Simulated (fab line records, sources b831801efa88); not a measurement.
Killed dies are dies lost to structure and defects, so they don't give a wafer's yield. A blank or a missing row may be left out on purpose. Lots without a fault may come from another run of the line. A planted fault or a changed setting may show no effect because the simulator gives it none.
A struck lot beside a sound one | flow gf180mcu | 17 steps out of a route of 602
Sound: wafers L920.1, L920.2, L920.5. Struck: wafers L915.1, L915.3, L915.6. The cause comes at the end.
At each step with rows: each side's tool, then ch and its chambers, then its first start. Under that, the readings that differ: sound wafers | struck wafers | difference of the means | sigmas: that difference in standard deviations of wafers without a fault.
alike: readings whose means differ by less than 2 such deviations, and words and numbers that are the same on both sides. not compared: withheld readings, readings that some wafer has no value for, bounds like >300 that may hide the same value, and numbers for which the record gives no deviation and whose values overlap.
The two part at a step that has a row with sigmas, a row that says differs or no value, or rows on one side only. Numbers that don't overlap but have no deviation are shown without sigmas and don't part them. A reading that every wafer of one side lacks parts them only if that side has two wafers or more.

first, 1 step without rows for these wafers: GF_STI_OXIDATION_01 (stabilise 600 s, purge 300 s, target thk 10 nm).
GF_STI_THK_MEAS_02:
  sound on film_metro-04, day 4 09:31; struck on film_metro-01, day 3 08:55
  alike: STI_OXIDATION_THK
then, 1 step without rows for these wafers: GF_STI_CVD_03 (deposits Si3N4 from DCS/NH3, target thk 207.16 nm, time 3551 s).
GF_STI_THK_MEAS_04:
  sound on film_metro-03, day 4 11:34; struck on film_metro-03, day 3 10:58
  reading             | sound             | struck            | difference | sigmas
  STI_CVD_03_THK (nm) | 207.7 207.5 207.0 | 203.9 204.3 203.1 | -3.6       | -2
then, 7 steps without rows for these wafers: GF_STI_DEHYDRATE_05 (time 60 s); GF_STI_HMDS_06 (prime time 60 s); GF_STI_COAT_07 (resist thk 693.9 nm); GF_STI_SOFTBAKE_08 (time 60 s); GF_STI_EXPOSE_09 (exposes mask COMP, target cd 220 nm); GF_STI_PEB_10 (peb time 90 s); GF_STI_DEVELOP_11 (develop time 60 s).
GF_STI_CD_MEAS_12: target cd 220 nm.
  sound on cd_sem-01, day 5 01:07; struck on cd_sem-01, day 3 23:34
  alike: cd_nm
GF_STI_ETCH_13: etches the open film in CHF3/O2, stops on Si, target depth 282.31 nm, time 112.9 s.
  sound on rie_diel-02 ch 0,2,3, day 5 01:14; struck on rie_diel-02 ch 2,3, day 3 23:41
  no value came back on the struck wafers for any of 6 readings (O2_flow_sccm (sccm), bias_w (W) and others); on the sound wafers O2_flow_sccm (sccm) reads 5.031 4.990 4.996
  reading                              | sound             | struck            | difference | sigmas
  model.KrF_of_STI_COAT_07.thk_nm (nm) | 434.8 436.4 431.4 | 679.4 682.4 680.5 | +246.6     |
  not compared: rf_hours_counter_h
GF_STI_ETCH_14: etches Si in HBr/Cl2/O2, target depth 360 nm, time 102.9 s.
  sound on rie_si-02 ch 0,1,3, day 5 01:19; struck on rie_si-01 ch 0,2, day 3 23:46
  reading                              | sound           | struck            | difference | sigmas
  model.KrF_of_STI_COAT_07.thk_nm (nm) | 312.4 317.4 312 | 559.6 563.1 561.9 | +247.6     |
  alike: HBr_flow_sccm, O2_flow_sccm, drypump_motor_current_A, oes_product_au, rf_fwd_power_W, throttle_valve_pct
  not compared: rf_hours_counter_h
GF_STI_STRIP_15: strips in O2/N2.
  sound on plasma_asher-04 ch 0,1, day 5 01:23; struck on plasma_asher-04 ch 0,1, day 3 23:50
  reading                      | sound             | struck            | difference | sigmas
  oes_product_au (a.u.)        | 0.384 0.381 0.377 | 0.494 0.490 0.485 | +0.109     | +20
  strip_time_to_endpoint_s (s) | 3.66 3.71 3.66    | 6.21 6.23 6.21    | +2.54      | +58
  alike: drypump_motor_current_A, heater_power_w, n2_flow_sccm
  not compared: rf_hours_counter_h
then, 1 step without rows for these wafers: GF_STI_CLEAN_16 (cleans in dHF, time 25 s).
-- the record jumps here: 28 days lie between the struck wafers' starts before and after (it left off in module STI and takes up again in module PASSIVATION, whose first step shown is number 602 of the route) --
GF_PASSIVATION_PROBE_99:
  the record has rows for the struck wafers here (prober-02, day 31 13:26) and none for the sound ones

WHERE THEY PART
First at GF_STI_THK_MEAS_04; last, within this record, at GF_PASSIVATION_PROBE_99.

WHY: what the simulator had put in
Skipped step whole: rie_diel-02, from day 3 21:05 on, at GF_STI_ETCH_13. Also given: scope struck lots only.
